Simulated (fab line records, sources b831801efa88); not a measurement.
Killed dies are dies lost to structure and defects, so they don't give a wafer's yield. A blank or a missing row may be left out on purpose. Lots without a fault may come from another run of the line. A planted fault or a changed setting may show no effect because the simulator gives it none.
Which tool did it? | flow sky130 | 13 lots, 39 wafers sampled, at 5 steps of a route of 708

WHAT THE GAUGES READ, wafer by wafer
SKY_GATE_OXIDE_THK_MEAS_02.
lot  | measured     | on            | GATE_OXIDE_OXIDATION_00_THK (nm)
L156 | day 12 11:13 | film_metro-01 | 10.24 10.25 10.15
L158 | day 13 18:05 | film_metro-01 | 9.96 9.98 10.01
L160 | day 14 06:43 | film_metro-04 | 10.29 10.26 10.02
L165 | day 16 05:39 | film_metro-02 | 16.35 16.25 16.45
L166 | day 16 11:26 | film_metro-01 | 17.08 16.97 16.95
L168 | day 16 20:10 | film_metro-01 | 17.08 16.71 16.89
L169 | day 17 05:26 | film_metro-01 | 10.24 9.95 10.16
L171 | day 17 20:40 | film_metro-01 | 10.32 10.41 10.32
L172 | day 18 00:36 | film_metro-01 | 10.33 10.41 10.39
L173 | day 18 10:03 | film_metro-04 | 10.39 10.49 10.31
L174 | day 18 17:38 | film_metro-01 | 9.85 10.21 10.07
L175 | day 19 02:01 | film_metro-01 | 10.29 10.41 10.33
L177 | day 19 16:36 | film_metro-02 | 10.04 10.27 10.27

SKY_POLY_CUT_OVL_MEAS_09.
lot  | measured     | on         | POLY_CUT_OVL (nm)
L156 | day 23 23:28 | overlay-01 | 11 6 7
L158 | day 25 02:03 | overlay-01 | -10 -1 -3
L160 | day 25 21:59 | overlay-02 | 10 2 -3
L165 | day 27 18:39 | overlay-01 | 0 7 -1
L166 | day 28 01:22 | overlay-01 | -5 -1 -7
L168 | day 28 10:29 | overlay-02 | 6 -2 0
L169 | day 29 19:26 | overlay-02 | -2 -4 -4
L171 | day 29 13:38 | overlay-02 | 5 1 -7
L172 | day 29 15:50 | overlay-02 | -2 -9 -11
L173 | day 29 23:39 | overlay-01 | -2 -7 -9
L174 | day 30 04:49 | overlay-02 | 7 -1 -2
L175 | day 30 18:30 | overlay-02 | 8 -4 0
L177 | day 31 04:55 | overlay-02 | -15 -5 0

SKY_LI_CONTACT_THK_MEAS_23: measures by xrf.
lot  | measured     | on            | LI_CONTACT_W_THK (nm)
L156 | day 28 21:39 | film_metro-04 | 390 393 394
L158 | day 29 23:41 | film_metro-03 | 415 400 416
L160 | day 30 18:26 | film_metro-03 | 396 411 397
L165 | day 32 12:22 | film_metro-03 | 393 394 414
L166 | day 32 19:22 | film_metro-02 | 394 394 415
L168 | day 33 06:11 | film_metro-04 | 389 389 395
L169 | day 34 12:15 | film_metro-02 | 410 408 409
L171 | day 34 06:05 | film_metro-02 | 404 388 388
L172 | day 34 08:34 | film_metro-04 | 415 397 413
L173 | day 34 15:53 | film_metro-03 | 388 414 395
L174 | day 34 20:05 | film_metro-02 | 391 407 387
L175 | day 35 08:53 | film_metro-04 | 388 387 383
L177 | day 35 19:17 | film_metro-02 | 390 404 390

SKY_LOCAL_INTERCONNECT_RS_MEAS_01: measures by four-point-probe.
lot  | measured     | on            | LOCAL_INTERCONNECT_TIN_RS (ohm/sq)
L156 | day 28 22:04 | film_metro-04 | 14.05 14.14 14.08
L158 | day 30 00:06 | film_metro-01 | 14.25 14.33 14.15
L160 | day 30 18:51 | film_metro-04 | 14.34 14.27 14.23
L165 | day 32 12:48 | film_metro-03 | 14.27 14.25 14.21
L166 | day 32 19:49 | film_metro-04 | 14.32 14.36 14.32
L168 | day 33 06:36 | film_metro-04 | 14.24 14.17 14.23
L169 | day 34 12:41 | film_metro-04 | 14.19 14.15 14.19
L171 | day 34 06:30 | film_metro-01 | 14.26 14.16 14.12
L172 | day 34 09:00 | film_metro-03 | 14.01 13.81 13.81
L173 | day 34 16:19 | film_metro-01 | 14.27 14.27 14.27
L174 | day 34 20:32 | film_metro-01 | 14.05 14.15 14.19
L175 | day 35 09:18 | film_metro-04 | 14.24 14.11 14.28
L177 | day 35 19:44 | film_metro-01 | 14.16 14.14 14.20

WHICH TOOL RAN EACH LOT (tool, then ch and the chambers of the sampled wafers, then the start)
lot  | SKY_GATE_OXIDE_OXIDATION_01
L156 | furnace-02 ch 0, day 12 09:48
L158 | furnace-02 ch 0, day 13 16:41
L160 | furnace-02 ch 0, day 14 05:19
L165 | furnace-02 ch 0, day 16 01:38 and furnace-01 ch 0, day 16 04:14
L166 | furnace-02 ch 0, day 16 07:25
L168 | furnace-02 ch 0, day 16 17:07 and furnace-01 ch 0, day 16 18:46
L169 | furnace-02 ch 0, day 17 04:01
L171 | furnace-01 ch 0, day 17 19:15
L172 | furnace-01 ch 0, day 17 23:11
L173 | furnace-02 ch 0, day 18 08:38
L174 | furnace-01 ch 0, day 18 16:11
L175 | furnace-01 ch 0, day 19 00:36
L177 | furnace-01 ch 0, day 19 15:10
- SKY_GATE_OXIDE_OXIDATION_01: stabilise 600 s, purge 300 s, target thk 10.268 nm.

WHAT THE TOOLS THEMSELVES READ (means of the sampled wafers that have a number; where no wafer has one, the mark that the record gives instead)
SKY_GATE_OXIDE_OXIDATION_01.
lot  | tool                  | ox_temp_c (C) | ox_temp_c_max | spike_tc_bottom_C (C)
L156 | furnace-02            | 899.9         | 906.5         | 918.8
L158 | furnace-02            | 900.1         | 906.2         | 917.8
L160 | furnace-02            | 899.5         | 905.4         | 918.8
L165 | furnace-02/furnace-01 | 899.8         | 905.0         | 918.0
L166 | furnace-02            | 900.3         | 906.4         | 918.8
L168 | furnace-02/furnace-01 | 899.6         | 904.4         | 917.6
L169 | furnace-02            | 900.1         | 906.8         | 918.6
L171 | furnace-01            | 900.1         | 904.2         | 915.8
L172 | furnace-01            | 900.1         | 904.0         | 916.6
L173 | furnace-02            | 900.2         | 906.3         | 918.4
L174 | furnace-01            | 899.5         | 904.3         | 916.3
L175 | furnace-01            | 900.0         | 904.0         | 917.2
L177 | furnace-01            | 899.9         | 904.7         | 917.8

THE ANSWER, worked out from the rows above alone
Rule: what is usual is taken from the lots themselves. Put in order of their means at a reading, lots are off if they are a third of the lots or fewer, leave a main group of 4 or more, and stand apart from it by a gap of 3 or more times the standard deviation of the main group's means; of several such gaps the widest counts. A main group whose means are all the same, to the digits that the tables above print for the reading, isn't used. A lot without any number at a reading at which 4 lots or more have one is off too. The other lots that the step has rows for count as sound. The gauges are gone through in route order, then the tools' own readings, and for those a lot's mean is taken as printed above. The first step at which some lot is off is used, and at that step the reading that is off furthest; a lot without a number counts as furthest.
Off: L165, L166, L168, at SKY_GATE_OXIDE_THK_MEAS_02 (GATE_OXIDE_OXIDATION_00_THK). The main group: mean 10.22 nm, standard deviation 0.14.
A tool fits if, at a process step before that reading, it ran every lot that is off, and no sound lot after the first of them. The gauges at SKY_GATE_OXIDE_THK_MEAS_02 are tried like those tools. None of those tried fits.

WHAT THE SIMULATOR HAD PUT IN
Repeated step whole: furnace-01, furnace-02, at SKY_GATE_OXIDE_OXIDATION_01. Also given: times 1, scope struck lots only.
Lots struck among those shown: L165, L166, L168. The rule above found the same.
